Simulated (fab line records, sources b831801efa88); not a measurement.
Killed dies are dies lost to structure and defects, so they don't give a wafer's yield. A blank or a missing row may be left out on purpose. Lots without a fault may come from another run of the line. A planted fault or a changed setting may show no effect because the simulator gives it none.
A struck lot beside a sound one | flow gf180mcu | 14 steps out of a route of 602
Sound: wafers L921.4, L921.5, L921.6. Struck: wafers L911.3, L911.4, L911.5. The cause comes at the end.
At each step with rows: each side's tool, then ch and its chambers, then its first start. Under that, the readings that differ: sound wafers | struck wafers | difference of the means | sigmas: that difference in standard deviations of wafers without a fault.
alike: readings whose means differ by less than 2 such deviations, and words and numbers that are the same on both sides. not compared: withheld readings, readings that some wafer has no value for, bounds like >300 that may hide the same value, and numbers for which the record gives no deviation and whose values overlap.
The two part at a step that has a row with sigmas, a row that says differs or no value, or rows on one side only. Numbers that don't overlap but have no deviation are shown without sigmas and don't part them. A reading that every wafer of one side lacks parts them only if that side has two wafers or more.

first, 1 step without rows for these wafers: GF_CONTACT_CVD_00 (deposits SiO2, target thk 300 nm, time 50 s).
GF_CONTACT_THK_MEAS_01:
  sound on film_metro-02, day 22 17:41; struck on film_metro-04, day 18 10:28
  alike: CONTACT_CVD_00_THK
GF_CONTACT_CVD_02: deposits SiO2 from TEOS, target thk 860 nm, time 95.992 s.
  sound on pecvd-02 ch 0,2, day 22 17:45; struck on pecvd-02 ch 0,1, day 18 10:31
  alike: heater_power_w
GF_CONTACT_THK_MEAS_03:
  sound on film_metro-04, day 22 17:51; struck on film_metro-02, day 18 10:36
  alike: CONTACT_CVD_02_THK
GF_CONTACT_CMP_04: polishes SiO2.
  sound on cmp-01 ch 0,1, day 22 17:53; struck on cmp-02 ch 0,1,2, day 18 10:44
  alike: motor_current_A, slurry_flow_ml_min, time_to_endpoint_s
GF_CONTACT_BOW_MEAS_05:
  sound on film_metro-04, day 22 18:14; struck on film_metro-01, day 18 10:59
  reading          | sound    | struck   | difference | sigmas
  CONTACT_BOW (um) | 66 77 77 | 55 55 56 | -18        | -2
then, 6 steps without rows for these wafers: GF_CONTACT_DEHYDRATE_06 (time 60 s); GF_CONTACT_HMDS_07 (prime time 60 s); GF_CONTACT_COAT_08; GF_CONTACT_COAT_09 (resist thk 1000 nm); GF_CONTACT_SOFTBAKE_10 (time 60 s); GF_CONTACT_EXPOSE_11 (exposes mask Contact, target cd 220 nm).
GF_CONTACT_PEB_12: peb time 90 s.
  sound on litho_track-03 ch 0, day 23 17:07; struck on litho_track-03, day 19 10:47
  no value came back on the struck wafers for chill_plate_temp_C (C), exhaust_pa (Pa), plate_temp_C (C); on the sound wafers chill_plate_temp_C (C) reads 23.12 23.08 22.96
then, 1 step without rows for these wafers: GF_CONTACT_DEVELOP_13 (develop time 60 s).

WHERE THEY PART
First at GF_CONTACT_BOW_MEAS_05; last, within this record, at GF_CONTACT_PEB_12.

WHY: what the simulator had put in
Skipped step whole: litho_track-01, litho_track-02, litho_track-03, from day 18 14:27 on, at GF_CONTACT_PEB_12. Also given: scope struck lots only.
